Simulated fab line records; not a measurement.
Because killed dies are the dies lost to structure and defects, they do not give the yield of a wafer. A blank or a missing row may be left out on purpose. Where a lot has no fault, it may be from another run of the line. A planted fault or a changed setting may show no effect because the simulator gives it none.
Chamber matching ; flow gf180mcu ; GF_V4_CMP_04 on cmp-02 has 4 sister chambers
The step polishes SiO2. 4 wafers are shown with their chamber, then 12 later ones without.

== WAFERS, EACH WITH ITS CHAMBER ==
wafer;chamber;motor_current_A (A)
L085.5;0;13.9
L091.1;2;13.0
L091.4;1;11.6
L091.6;3;10.2

== WAFERS MISSING THEIR CHAMBER ==
wafer;motor_current_A (A)
L092.2;10.3
L092.4;13.7
L092.6;12.9
L093.1;10.4
L093.3;13.5
L093.4;11.8
L095.1;13.0
L095.4;12.0
L095.5;13.5
L096.2;11.7
L096.3;10.4
L096.4;13.2

== EACH ONE'S CHAMBER ==
wafer;from the rows above;in truth
L092.2;3;3
L092.4;0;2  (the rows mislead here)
L092.6;2;2
L093.1;3;3
L093.3;can't be placed: 0 or 2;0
L093.4;1;1
L095.1;2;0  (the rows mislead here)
L095.4;1;1
L095.5;can't be placed: 0 or 2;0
L096.2;1;1
L096.3;3;3
L096.4;2;2
8 of 12 placed correctly. These rows do not allow placing 2 (true chamber among the candidates in 2). 2 placed wrongly.
How it was worked out, from the rows above alone: a wafer's distance from a chamber is the root of the sum, over the readings, of the square of ((its reading less the chamber's mean) divided by the reading's scatter). If the next closest chamber is less than 2 further off than the closest, the wafer can't be placed; otherwise it belongs to the closest. The mean given for a chamber averages the wafers shown for that chamber. The scatter: root of mean squared gap, hidden wafer to nearest shown wafer, with one shown wafer a chamber.
